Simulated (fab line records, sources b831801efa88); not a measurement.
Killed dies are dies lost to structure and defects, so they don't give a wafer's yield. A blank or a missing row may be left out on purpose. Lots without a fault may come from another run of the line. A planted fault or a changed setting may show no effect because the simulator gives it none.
Problem report in the 8D (eight disciplines) form, filled by code | flow sky130 | the parts of the form that need people (team, actions taken, sign-off) are left out

1. THE PROBLEM
strip_time_to_endpoint_s at SKY_PASSIVATION_STRIP_12 reads a mean of 28.45 s on 6 wafers of 2 lots; wafers without a fault read 31.47 s with a standard deviation of 0.14. That is -22 standard deviations from the usual mean.
The step: strips in O2/N2.
First seen on wafer L715.1, day 47 16:50, on plasma_asher-04. The record holds 33 wafers of 11 lots with a number at this step. Rule for "out", or "out of limits": more than 4 standard deviations from the usual mean. The other wafers with a number count as sound.

2. WHAT IT IS AND WHAT IT IS NOT
question                    | is                               | is not
which readings at this step | strip_time_to_endpoint_s         | oes_product_au
which lots                  | L715, L719                       | L705, L707, L708, L709, L710, L712, L713, L714, L726
which wafers of those lots  | all that have a number           | -
read on which tools         | plasma_asher-02, plasma_asher-04 | plasma_asher-03
when                        | from day 47 16:50                | up to then (24 sound wafers); but 3 sound wafers of L726 came after

3. SUSPECTS, AND WHAT RULES EACH OUT
Counting: a tool at a process step up to the reading stays a suspect if it ran every lot that is out and no sound lot after the first of them.
- cmp-01 at SKY_VIA4_CMP_21 (polishes, stops on SiO2, t overpolish 25 s, target thk 0 nm): kept. It ran every lot that is out, first L715 (day 45 22:58), and no sound lot after that; its last sound lot up to then is L713 (day 45 22:19).
- litho_track-02 at SKY_PASSIVATION_COAT_06 (resist thk 3000 nm): kept. It ran every lot that is out, first L715 (day 47 07:46), and no sound lot after that; its last sound lot up to then is L713 (day 47 07:08).
Left after counting: cmp-01 at SKY_VIA4_CMP_21, litho_track-02 at SKY_PASSIVATION_COAT_06.

4. THE CAUSE (what the simulator had put in)
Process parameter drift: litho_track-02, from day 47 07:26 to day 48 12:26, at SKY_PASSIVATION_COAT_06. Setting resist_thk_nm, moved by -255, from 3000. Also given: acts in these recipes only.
Counting left 2 suspects, and this tool is among them.

5. THE CHAIN OF EFFECTS, in route order
Each row: a reading whose mean over the struck wafers that have a number lies more than 3 standard deviations from the usual. Only readings for which the record gives a usual standard deviation are gone through. hours: the time from each lot's start at the first step in this table that gives one to its start at this step, as a median over the lots. sigmas: the change in usual standard deviations.
hours | step                     | reading                  | usual   | on struck wafers | change | sigmas
0     | SKY_PASSIVATION_STRIP_12 | strip_time_to_endpoint_s | 31.47 s | 28.45            | -3.02  | -22
The process steps in it:
- SKY_PASSIVATION_STRIP_12: strips in O2/N2.

6. WHAT WOULD HAVE CAUGHT IT SOONER
In this record the first reading out of limits was taken at day 47 16:50, 9 hours after the fault began at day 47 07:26.
Of the lots that are out (2), L719 began SKY_PASSIVATION_COAT_06 on litho_track-02 after day 47 16:50. A hold on the tool at that time would have spared it.
